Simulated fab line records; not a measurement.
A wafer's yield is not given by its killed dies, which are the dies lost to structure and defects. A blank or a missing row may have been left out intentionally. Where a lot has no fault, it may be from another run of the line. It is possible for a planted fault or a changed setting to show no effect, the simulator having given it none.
fab line records + flow gf180mcu
record:
- lots: 12
- wafers: 35
- lastDay: 34
route steps=602 shown PSD@261 NSD@262 M4@471 V4@480 TOP_METAL@572
lots with no fault: from the same line, run without faults
startH: hours from the record's first day to the start of the lot's first wafer shown + waitH: how many hours have passed since the lot's step before this one + " unchanged from the row above + L1.1+2: a row that stands for several wafers + - no value, or no start given + * or withheld: withheld + < > ~ a bound
route shown NAME@n: a module of which the file shows steps, and the number in the route of the first + usual: mean and standard deviation over wafers with no fault + same: alike in all rows + chamber/n: place in a boat + sites: each site's reading + _std_site: standard deviation across them + _edge_site: outer sites' mean less inner sites' + radiusMm: how far each site lies from the wafer's centre + mask NAME#n: copy n + behind: the most recent tool/chamber to have shaped the wafer + hold: what put the lot on hold/how long, in hours/how the hold closed + device: the transistor (n, p or np) that didn't switch + end of line: the tests these same wafers got at the end of their route + for a step that has no rows: nothing shown but its recipe + killed: not the wafer's yield, but the dies lost to structure and defects at the first sort + map: shows each die of a wafer: x if killed, . if not, _ if none is there
set.NAME: the setting the step ran with; set.NAME@STEP: the setting that earlier step ran with + model.NAME: the simulator's own value behind a step, which no gauge read
one table for each step of the route and one row for each wafer, over a sample of lots
services: the hour from which a tool's chamber was out of use, counted from the record's first day as startH (under 0 if before that day), plus the number of hours and why
== steps ==
step: GF_PSD_RTA_13
recipe:
- tempC: 1025
- timeS: 20
- ambient: N2
usual:
- chamberO2Ppm: 2.002/0.019
- lampPowerPct: 30.3/0.62
- runLengthS: 48.5/0.46
- wafer_temp_C_max: 1032.7/2.5
| lot.wafer | tool         | chamber | startH | waitH | chamberO2Ppm | lampPowerPct | runLengthS | wafer_temp_C_max |
|-----------|--------------|---------|--------|-------|--------------|--------------|------------|------------------|
| L841.1    | rtpAnneal-02 | 0       | 316.15 | 0.0   | 1.989        | 30.0         | 48.5       | 1034.5           |
| L841.2    | "            | 0       | "      | "     | 2.005        | 30.0         | 48.6       | 1033.4           |
| L841.3    | "            | 0       | "      | "     | 2.001        | 30.0         | 48.3       | 1033.2           |
| L842.1    | rtpAnneal-02 | 0       | 325.49 | 0.0   | 2.030        | 30.0         | 48.2       | 1033.6           |
| L842.2    | "            | 0       | "      | "     | 2.035        | 29.9         | 48.4       | 1032.2           |
| L842.6    | "            | 0       | "      | "     | 2.023        | 30.0         | 48.6       | 1035.6           |
| L843.1    | rtpAnneal-02 | 0       | 332.95 | 0.0   | 1.998        | 30.0         | 48.5       | 1032.4           |
| L843.2    | "            | 0       | "      | "     | 2.011        | 30.0         | 48.4       | 1033.6           |
| L843.4    | "            | 0       | "      | "     | 2.005        | 30.0         | 48.2       | 1032.8           |
| L845.1    | rtpAnneal-02 | 0       | 347.05 | 0.0   | 1.972        | 30.0         | 48.2       | 1035.3           |
| L845.3    | "            | 0       | "      | "     | 1.977        | 29.9         | 48.2       | 1031.3           |
| L845.6    | "            | 0       | "      | "     | 1.995        | 30.0         | 48.2       | 1036.6           |
| L846.1    | rtpAnneal-02 | 0       | 353.35 | 0.0   | 1.994        | 30.0         | 48.3       | 1034.7           |
| L846.4    | "            | 0       | "      | "     | 2.013        | 30.0         | 48.4       | 1033.8           |
| L846.5    | "            | 0       | "      | "     | 2.001        | 30.0         | 48.7       | 1033.4           |
| L847.3    | rtpAnneal-02 | 0       | 364.17 | 0.0   | 1.993        | 30.0         | 48.5       | 1035.4           |
| L847.4    | "            | 0       | "      | "     | 1.997        | 30.0         | 48.3       | 1035.7           |
| L847.6    | "            | 0       | "      | "     | 1.971        | 30.0         | 48.3       | 1032.6           |
| L848.1    | rtpAnneal-02 | 0       | 371.08 | 0.0   | 2.000        | 30.0         | 48.5       | 1037.6           |
| L848.2    | "            | 0       | "      | "     | 1.977        | 30.0         | 48.4       | 1032.6           |
| L848.6    | "            | 0       | "      | "     | 2.016        | 30.0         | 48.4       | 1031.8           |
| L850.1    | rtpAnneal-02 | 0       | 388.67 | 0.0   | 1.995        | 30.0         | 48.5       | 1033.8           |
| L850.3    | "            | 0       | "      | "     | 2.001        | 30.0         | 48.3       | 1035.0           |
| L850.5    | "            | 0       | "      | "     | 2.009        | 30.0         | 48.3       | 1033.1           |
| L852.1    | rtpAnneal-02 | 0       | 405.54 | 0.0   | 1.986        | 30.0         | 48.6       | 1032.6           |
| L852.2    | "            | 0       | "      | "     | 1.999        | 30.0         | 48.2       | 1032.5           |
| L852.3    | "            | 0       | "      | "     | 2.000        | 29.9         | 48.5       | 1034.5           |
| L853.2    | rtpAnneal-01 | 0       | 409.29 | 0.0   | 1.998        | 31.5         | 48.9       | 1029.3           |
| L853.5    | "            | 0       | "      | "     | 2.041        | 31.5         | 48.7       | 1028.3           |
| L853.6    | "            | 0       | "      | "     | 1.997        | 31.5         | 48.7       | 1028.4           |
| L860.3    | rtpAnneal-02 | 0       | 475.67 | 0.0   | 2.023        | 30.0         | 55.3       | 1032.0           |
| L860.4    | "            | 0       | "      | "     | 1.985        | 30.0         | 48.3       | 1033.1           |
| L863.3    | rtpAnneal-01 | 0       | 513.22 | 0.0   | 1.988        | 31.5         | 48.8       | 1027.8           |
| L863.4    | "            | 0       | "      | "     | 2.023        | 31.5         | 48.5       | 1031.0           |
| L863.5    | "            | 0       | "      | "     | 1.995        | 31.5         | 48.5       | 1028.2           |
step: GF_PSD_RS_MEAS_14
recipe:
- thkMeasGauge: four-point-probe
usual:
- NSD_RS: 46.16/0.097
| lot.wafer | tool         | chamber | startH | waitH | NSD_RS[ohm/sq] |
|-----------|--------------|---------|--------|-------|----------------|
| L841.1    | filmMetro-04 | -       | 316.24 | 0.1   | 46.13          |
| L841.2    | "            | -       | "      | "     | 46.29          |
| L841.3    | "            | -       | "      | "     | 46.24          |
| L842.1    | filmMetro-01 | -       | 325.58 | 0.1   | 46.24          |
| L842.2    | "            | -       | "      | "     | 46.25          |
| L842.6    | "            | -       | "      | "     | 46.17          |
| L843.1    | filmMetro-01 | -       | 333.12 | 0.2   | 46.15          |
| L843.2    | "            | -       | "      | "     | 46.33          |
| L843.4    | "            | -       | "      | "     | 46.21          |
| L845.1    | filmMetro-04 | -       | 347.13 | 0.1   | 46.00          |
| L845.3    | "            | -       | "      | "     | 46.05          |
| L845.6    | "            | -       | "      | "     | 46.05          |
| L846.1    | filmMetro-02 | -       | 353.43 | 0.1   | 46.19          |
| L846.4    | "            | -       | "      | "     | 46.35          |
| L846.5    | "            | -       | "      | "     | 46.15          |
| L847.3    | filmMetro-01 | -       | 364.27 | 0.1   | 46.04          |
| L847.4    | "            | -       | "      | "     | 45.98          |
| L847.6    | "            | -       | "      | "     | 46.08          |
| L848.1    | filmMetro-04 | -       | 371.17 | 0.1   | 46.39          |
| L848.2    | "            | -       | "      | "     | 46.17          |
| L848.6    | "            | -       | "      | "     | 46.22          |
| L850.1    | filmMetro-01 | -       | 388.76 | 0.1   | 46.16          |
| L850.3    | "            | -       | "      | "     | 46.24          |
| L850.5    | "            | -       | "      | "     | 46.20          |
| L852.1    | filmMetro-04 | -       | 405.62 | 0.1   | 46.14          |
| L852.2    | "            | -       | "      | "     | 46.10          |
| L852.3    | "            | -       | "      | "     | 46.21          |
| L853.2    | filmMetro-04 | -       | 409.38 | 0.1   | 46.12          |
| L853.5    | "            | -       | "      | "     | 46.14          |
| L853.6    | "            | -       | "      | "     | 46.14          |
| L860.3    | filmMetro-02 | -       | 475.76 | 0.1   | 44.66          |
| L860.4    | "            | -       | "      | "     | 46.14          |
| L863.3    | filmMetro-01 | -       | 513.32 | 0.1   | 46.27          |
| L863.4    | "            | -       | "      | "     | 46.23          |
| L863.5    | "            | -       | "      | "     | 46.22          |
step: GF_PSD_RS_MEAS_15
recipe:
- thkMeasGauge: four-point-probe
usual:
- PSD_RS: 108.6/0.32
| lot.wafer | tool         | chamber | startH | waitH | PSD_RS[ohm/sq] |
|-----------|--------------|---------|--------|-------|----------------|
| L841.1    | filmMetro-04 | -       | 316.36 | 0.1   | 108.6          |
| L841.2    | "            | -       | "      | "     | 108.7          |
| L841.3    | "            | -       | "      | "     | 108.9          |
| L842.1    | filmMetro-01 | -       | 325.70 | 0.1   | 108.6          |
| L842.2    | "            | -       | "      | "     | 108.3          |
| L842.6    | "            | -       | "      | "     | 108.4          |
| L843.1    | filmMetro-01 | -       | 333.24 | 0.1   | 108.8          |
| L843.2    | "            | -       | "      | "     | 108.8          |
| L843.4    | "            | -       | "      | "     | 108.8          |
| L845.1    | filmMetro-04 | -       | 347.25 | 0.1   | 108.1          |
| L845.3    | "            | -       | "      | "     | 108.6          |
| L845.6    | "            | -       | "      | "     | 108.6          |
| L846.1    | filmMetro-02 | -       | 353.55 | 0.1   | 109.1          |
| L846.4    | "            | -       | "      | "     | 108.8          |
| L846.5    | "            | -       | "      | "     | 108.4          |
| L847.3    | filmMetro-01 | -       | 364.39 | 0.1   | 108.5          |
| L847.4    | "            | -       | "      | "     | 108.5          |
| L847.6    | "            | -       | "      | "     | 108.4          |
| L848.1    | filmMetro-04 | -       | 371.29 | 0.1   | 109.2          |
| L848.2    | "            | -       | "      | "     | 108.5          |
| L848.6    | "            | -       | "      | "     | 108.9          |
| L850.1    | filmMetro-01 | -       | 388.88 | 0.1   | 108.7          |
| L850.3    | "            | -       | "      | "     | 108.9          |
| L850.5    | "            | -       | "      | "     | 108.9          |
| L852.1    | filmMetro-04 | -       | 405.74 | 0.1   | 108.5          |
| L852.2    | "            | -       | "      | "     | 108.7          |
| L852.3    | "            | -       | "      | "     | 109.1          |
| L853.2    | filmMetro-04 | -       | 409.50 | 0.1   | 109.0          |
| L853.5    | "            | -       | "      | "     | 108.6          |
| L853.6    | "            | -       | "      | "     | 108.8          |
| L860.3    | filmMetro-02 | -       | 475.88 | 0.1   | 105.0          |
| L860.4    | "            | -       | "      | "     | 108.7          |
| L863.3    | filmMetro-01 | -       | 513.44 | 0.1   | 108.7          |
| L863.4    | "            | -       | "      | "     | 108.7          |
| L863.5    | "            | -       | "      | "     | 108.9          |
step: GF_M4_OVL_MEAS_15
usual:
- M4_OVL: -1/5.8
| lot.wafer | tool       | chamber | startH | waitH | M4_OVL[nm] |
|-----------|------------|---------|--------|-------|------------|
| L841.1    | overlay-01 | -       | 533.17 | 0.1   | -6         |
| L841.2    | "          | -       | "      | "     | 0          |
| L841.3    | "          | -       | "      | "     | 0          |
| L842.1    | overlay-02 | -       | 545.29 | 0.1   | 16         |
| L842.2    | "          | -       | "      | "     | -5         |
| L842.6    | "          | -       | "      | "     | 5          |
| L843.1    | overlay-01 | -       | 553.07 | 0.1   | 0          |
| L843.2    | "          | -       | "      | "     | -8         |
| L843.4    | "          | -       | "      | "     | -3         |
| L845.1    | overlay-02 | -       | 566.01 | 0.1   | 0          |
| L845.3    | "          | -       | "      | "     | -11        |
| L845.6    | "          | -       | "      | "     | -18        |
| L846.1    | overlay-01 | -       | 573.37 | 0.1   | -5         |
| L846.4    | "          | -       | "      | "     | 3          |
| L846.5    | "          | -       | "      | "     | -2         |
| L847.3    | overlay-02 | -       | 585.05 | 0.1   | 1          |
| L847.4    | "          | -       | "      | "     | 0          |
| L847.6    | "          | -       | "      | "     | 0          |
| L848.1    | overlay-01 | -       | 591.36 | 0.1   | 2          |
| L848.2    | "          | -       | "      | "     | 0          |
| L848.6    | "          | -       | "      | "     | 8          |
| L850.1    | overlay-02 | -       | 608.01 | 0.1   | 3          |
| L850.3    | "          | -       | "      | "     | -6         |
| L850.5    | "          | -       | "      | "     | -3         |
| L852.1    | overlay-02 | -       | 623.26 | 0.1   | 6          |
| L852.2    | "          | -       | "      | "     | 6          |
| L852.3    | "          | -       | "      | "     | 3          |
| L853.2    | overlay-02 | -       | 624.48 | 0.1   | -12        |
| L853.5    | "          | -       | "      | "     | 1          |
| L853.6    | "          | -       | "      | "     | -11        |
| L860.3    | overlay-01 | -       | 680.73 | 0.1   | -4         |
| L860.4    | "          | -       | "      | "     | 12         |
| L863.3    | overlay-01 | -       | 713.58 | 0.1   | 1          |
| L863.4    | "          | -       | "      | "     | -7         |
| L863.5    | "          | -       | "      | "     | 6          |
step: GF_V4_CMP_04
recipe:
- material: SiO2
- downForcePsi: 4
- platenRpm: 60
- padVelocityMS: 0.94248
usual:
- edgeZonePressureFrac: 1.000/0.0048
- motorCurrentA: 11.7/0.69
- timeToEndpointS: 82/7.7
| lot.wafer | tool   | chamber | startH | waitH | edgeZonePressureFrac | motorCurrentA | timeToEndpointS |
|-----------|--------|---------|--------|-------|----------------------|---------------|-----------------|
| L841.2    | cmp-02 | 2       | 534.18 | 0.1   | 0.995                | 10.8          | 76              |
| L841.1    | "      | 3       | "      | "     | 1.001                | 11.3          | 75              |
| L841.3    | "      | 0       | "      | "     | 0.999                | 12.8          | 74              |
| L842.1    | cmp-01 | 0       | 546.33 | 0.1   | 1.003                | 12.3          | 78              |
| L842.2    | "      | 2       | "      | "     | 1.004                | 10.9          | 73              |
| L842.6    | "      | 3       | "      | "     | 0.998                | 11.6          | 85              |
| L843.4    | cmp-01 | 3       | 554.23 | 0.0   | 1.004                | 12.2          | 82              |
| L843.2    | "      | 1       | "      | "     | 1.000                | 12.5          | 79              |
| L843.1    | "      | 2       | "      | "     | 0.999                | 10.6          | 66              |
| L845.1    | cmp-02 | 2       | 567.06 | 0.1   | 1.002                | 11.4          | 89              |
| L845.3    | "      | 3       | "      | "     | 1.004                | 11.6          | 87              |
| L845.6    | "      | 2       | "      | "     | 0.996                | 10.4          | 92              |
| L846.4    | cmp-02 | 0       | 574.44 | 0.0   | 0.999                | 12.7          | 85              |
| L846.1    | "      | 1       | "      | "     | 1.007                | 12.1          | 78              |
| L846.5    | "      | 0       | "      | "     | 1.002                | 12.8          | 78              |
| L847.4    | cmp-02 | 3       | 586.00 | 0.0   | 0.998                | 11.7          | 91              |
| L847.3    | "      | 1       | "      | "     | 0.999                | 11.8          | 88              |
| L847.6    | "      | 0       | "      | "     | 1.002                | 12.5          | 91              |
| L848.1    | cmp-01 | 1       | 592.32 | 0.1   | 1.001                | 11.7          | 72              |
| L848.2    | "      | 2       | "      | "     | 1.006                | 10.6          | 66              |
| L848.6    | "      | 1       | "      | "     | 0.985                | 12.7          | 78              |
| L850.3    | cmp-01 | 3       | 609.10 | 0.1   | 0.999                | 11.7          | 79              |
| L850.1    | "      | 0       | "      | "     | 0.997                | 12.5          | 76              |
| L850.5    | "      | 2       | "      | "     | 1.003                | 10.8          | 73              |
| L852.3    | cmp-01 | 1       | 624.23 | 0.0   | 1.000                | 11.6          | 75              |
| L852.1    | "      | 2       | "      | "     | 1.009                | 10.1          | 67              |
| L852.2    | "      | 3       | "      | "     | 1.000                | 12.1          | 83              |
| L853.2    | cmp-01 | 1       | 625.88 | 0.4   | 1.002                | 11.8          | 71              |
| L853.5    | "      | 1       | "      | "     | 1.006                | 12.5          | 73              |
| L853.6    | "      | 2       | "      | "     | 1.007                | 10.5          | 69              |
| L860.3    | cmp-02 | 2       | 681.71 | 0.0   | 1.004                | 11.2          | 93              |
| L860.4    | "      | 1       | "      | "     | 1.006                | 11.5          | 99              |
| L863.4    | cmp-02 | 1       | 715.28 | 0.1   | 0.999                | 11.2          | 85              |
| L863.3    | "      | 2       | "      | "     | 0.996                | 10.6          | 86              |
| L863.5    | "      | 0       | "      | "     | 0.989                | 11.9          | 90              |
step: GF_TOP_METAL_RS_MEAS_05
recipe:
- thkMeasGauge: four-point-probe
- reads: TiN_of_TOP_METAL_SPUTTER_04+Ti_of_TOP_METAL_SPUTTER_03+AlCu_of_TOP_METAL_SPUTTER_02+TiN_of_TOP_METAL_SPUTTER_01+Ti_of_TOP_METAL_SPUTTER_00
usual:
- TOP_METAL_ALCU_RS: 0.0328/0.00057
| lot.wafer | tool         | chamber | startH | waitH | TOP_METAL_ALCU_RS[ohm/sq] |
|-----------|--------------|---------|--------|-------|---------------------------|
| L841.1    | filmMetro-03 | -       | 625.50 | 0.0   | 0.0332                    |
| L841.2    | "            | -       | "      | "     | 0.0326                    |
| L841.3    | "            | -       | "      | "     | 0.0330                    |
| L842.1    | filmMetro-01 | -       | 637.39 | 0.0   | 0.0326                    |
| L842.2    | "            | -       | "      | "     | 0.0321                    |
| L842.6    | "            | -       | "      | "     | 0.0318                    |
| L843.1    | filmMetro-02 | -       | 644.41 | 0.0   | 0.0330                    |
| L843.2    | "            | -       | "      | "     | 0.0327                    |
| L843.4    | "            | -       | "      | "     | 0.0324                    |
| L845.1    | filmMetro-01 | -       | 655.55 | 0.0   | 0.0317                    |
| L845.3    | "            | -       | "      | "     | 0.0330                    |
| L845.6    | "            | -       | "      | "     | 0.0329                    |
| L846.1    | filmMetro-03 | -       | 663.07 | 0.0   | 0.0331                    |
| L846.4    | "            | -       | "      | "     | 0.0315                    |
| L846.5    | "            | -       | "      | "     | 0.0316                    |
| L847.3    | filmMetro-01 | -       | 674.15 | 0.1   | 0.0331                    |
| L847.4    | "            | -       | "      | "     | 0.0336                    |
| L847.6    | "            | -       | "      | "     | 0.0333                    |
| L848.1    | filmMetro-02 | -       | 680.46 | 0.0   | 0.0331                    |
| L848.2    | "            | -       | "      | "     | 0.0327                    |
| L848.6    | "            | -       | "      | "     | 0.0329                    |
| L850.1    | filmMetro-01 | -       | 693.74 | 0.0   | 0.0319                    |
| L850.3    | "            | -       | "      | "     | 0.0325                    |
| L850.5    | "            | -       | "      | "     | 0.0325                    |
| L852.1    | filmMetro-03 | -       | 707.04 | 0.0   | 0.0328                    |
| L852.2    | "            | -       | "      | "     | 0.0321                    |
| L852.3    | "            | -       | "      | "     | 0.0327                    |
| L853.2    | filmMetro-01 | -       | 708.35 | 0.0   | 0.0332                    |
| L853.5    | "            | -       | "      | "     | 0.0325                    |
| L853.6    | "            | -       | "      | "     | 0.0323                    |
| L860.3    | filmMetro-01 | -       | 758.78 | 0.1   | 0.0320                    |
| L860.4    | "            | -       | "      | "     | 0.0329                    |
| L863.3    | filmMetro-02 | -       | 786.52 | 0.1   | 0.0330                    |
| L863.4    | "            | -       | "      | "     | 0.0326                    |
| L863.5    | "            | -       | "      | "     | 0.0326                    |
== services ==
| tool         | chamber | startH | hours | kind                          |
|--------------|---------|--------|-------|-------------------------------|
| cmp-01       | -       | 299.58 | 5.3   | pm                            |
| cmp-02       | -       | 312.92 | 0.5   | repair                        |
| cmp-02       | -       | 327.71 | 5.2   | pm                            |
| cmp-01       | -       | 348.26 | 4.3   | pm                            |
| cmp-02       | -       | 390.76 | 3.2   | repair                        |
| cmp-02       | -       | 404.04 | 4.0   | pm                            |
| cmp-02       | -       | 408.04 | -     | consumableReplace:conditioner |
| cmp-01       | -       | 442.38 | 1.2   | repair                        |
| cmp-02       | -       | 442.97 | 4.0   | repair                        |
| rtpAnneal-02 | -       | 446.46 | 5.2   | pm                            |
| cmp-02       | -       | 456.17 | 4.0   | repair                        |
| cmp-02       | -       | 490.37 | 0.4   | repair                        |
| rtpAnneal-01 | -       | 493.05 | 3.9   | pm                            |
| cmp-02       | -       | 511.99 | 0.8   | repair                        |
| cmp-02       | -       | 515.82 | 0.3   | repair                        |
| cmp-01       | -       | 523.26 | 3.9   | repair                        |
| cmp-01       | -       | 572.27 | 4.0   | pm                            |
| cmp-01       | -       | 576.27 | -     | consumableReplace:conditioner |
| cmp-01       | -       | 576.27 | -     | consumableReplace:pad         |
| cmp-01       | -       | 595.47 | 1.3   | repair                        |
| cmp-02       | -       | 600.53 | 1.2   | repair                        |
| cmp-02       | -       | 624.68 | 5.9   | pm                            |
| rtpAnneal-01 | -       | 701.96 | 1.6   | repair                        |
| cmp-01       | -       | 705.08 | 0.3   | repair                        |
== key ==
firstSign:
- step: GF_PSD_RTA_13
- reading: runLengthS
- direction: up
- sigmas: 15
- usual: *
- struck: *
effect:
- step: GF_PSD_RS_MEAS_14
- reading: NSD_RS
- direction: down
- sigmas: 15
- usual: 46.16
- struck: 44.66
effect:
- step: GF_PSD_RS_MEAS_15
- reading: PSD_RS
- direction: down
- sigmas: 12
- usual: 108.6
- struck: 105.0
metAt GF_PSD_RTA_13
struckLots L860
struckWafers L860.3
testerLeftOut L860
notActingAt GF_M4_OVL_MEAS_15,GF_V4_CMP_04,GF_TOP_METAL_RS_MEAS_05
onsetBetween 405.54 475.67
fault:
- kind: processParameterDrift
- tool: rtpAnneal-02
- chamber: -
- onsetH: 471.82
- steps: GF_PSD_RTA_13
- channel: timeS
- offset: *
- shape: step
- endH: 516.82
- scope: struckWafersOnly
- actsIn: *
- stated: *
testerLeftOut: of these lots the tester's yield and bins aren't shown, on N5 and GAA mostly nor the transistor test; their killed dies are dies lost to structure and defects alone, not to doping, threshold or leakage, so they don't give the yield
